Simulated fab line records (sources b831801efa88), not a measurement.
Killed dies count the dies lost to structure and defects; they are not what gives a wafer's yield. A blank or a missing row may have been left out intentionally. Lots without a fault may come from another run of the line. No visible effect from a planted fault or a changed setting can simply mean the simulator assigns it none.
Which tool is to blame?	flow sky130	Sampling: 10 lots, 30 wafers, 3 of 708 route steps

== WHAT EACH GAUGE READ, for each wafer ==
SKY_LOCAL_INTERCONNECT_RS_MEAS_01: the measuring method here is four-point-probe.
lot	measured	on	LOCAL_INTERCONNECT_TIN_RS (ohm/sq)
L437	day 29 18:14	filmMetro-04	14.15 14.40 14.25
L439	day 30 06:16	filmMetro-02	14.19 14.03 14.19
L442	day 31 11:02	filmMetro-04	14.16 14.15 14.08
L443	day 31 16:07	filmMetro-03	14.28 14.46 14.39
L444	day 32 05:21	filmMetro-03	14.05 14.20 14.04
L450	day 33 21:45	filmMetro-03	14.29 14.23 14.31
L452	day 34 14:02	filmMetro-02	14.37 16.42 14.48
L453	day 34 22:07	filmMetro-02	14.21 14.25 14.25
L455	day 35 08:09	filmMetro-02	13.86 13.90 13.90
L459	day 36 13:34	filmMetro-03	14.03 13.94 13.98

== WHAT TOOL EACH LOT RAN ON (gives the tool, then ch and the chambers of the sampled wafers, and finally the start) ==
lot	SKY_POLY_CUT_ETCH_10	SKY_LOCAL_INTERCONNECT_SPUTTER_00
L437	rieDiel-03 ch 2,3, day 24 19:39	pvdSputter-01, day 29 18:10
L439	rieDiel-01 ch 0,1, day 25 08:21	pvdSputter-01, day 30 06:12
L442	rieDiel-04 ch 0,2, day 26 15:55	pvdSputter-03, day 31 10:58
L443	rieDiel-04 ch 0,1,2, day 26 20:45	pvdSputter-02, day 31 16:01
L444	rieDiel-01 ch 0,2, day 27 08:31	pvdSputter-03, day 32 05:15
L450	rieDiel-01 ch 0,2,3, day 29 04:48	pvdSputter-03, day 33 21:41
L452	rieDiel-01 ch 0,1,2, day 29 21:40	pvdSputter-03, day 34 13:58
L453	rieDiel-03 ch 0,3, day 30 06:15	pvdSputter-01, day 34 22:04
L455	rieDiel-03 ch 0,3, day 30 15:46	pvdSputter-02, day 35 08:04
L459	rieDiel-04 ch 1,3, day 31 23:41	pvdSputter-02, day 36 13:30
- SKY_POLY_CUT_ETCH_10: etches BARC in N2/H2, stops on SiO2, time 45.9 s, target depth 60 nm.
- SKY_LOCAL_INTERCONNECT_SPUTTER_00: material TiN, target thk 100 nm, time 83.3 s.

== THE ANSWER, worked out from the rows above alone ==
Rule: what is usual is taken from the lots themselves. Put in order of their means at a reading, lots are off if they are a third of the lots or fewer, leave a main group of 4 or more, and stand apart from it by a gap of 3 or more times the standard deviation of the main group's means; of several such gaps the widest counts. Not used: any main group whose means are identical at the precision the tables above print for the reading. Also off: a lot with no number at a reading for which 4 or more lots have one. The other lots that the step has rows for count as sound.
Off: L452, seen at SKY_LOCAL_INTERCONNECT_RS_MEAS_01 (LOCAL_INTERCONNECT_TIN_RS). The main group: mean 14.15 ohm/sq, standard deviation 0.14.
A tool fits if, at a process step before that reading, it ran every lot that is off, and no sound lot after the first of them. Gauges at SKY_LOCAL_INTERCONNECT_RS_MEAS_01: tried the same way as those tools. Can't be told from this: 2 tools fit, rieDiel-01 at SKY_POLY_CUT_ETCH_10, pvdSputter-03 at SKY_LOCAL_INTERCONNECT_SPUTTER_00.

== WHAT WAS PUT IN BY THE SIMULATOR ==
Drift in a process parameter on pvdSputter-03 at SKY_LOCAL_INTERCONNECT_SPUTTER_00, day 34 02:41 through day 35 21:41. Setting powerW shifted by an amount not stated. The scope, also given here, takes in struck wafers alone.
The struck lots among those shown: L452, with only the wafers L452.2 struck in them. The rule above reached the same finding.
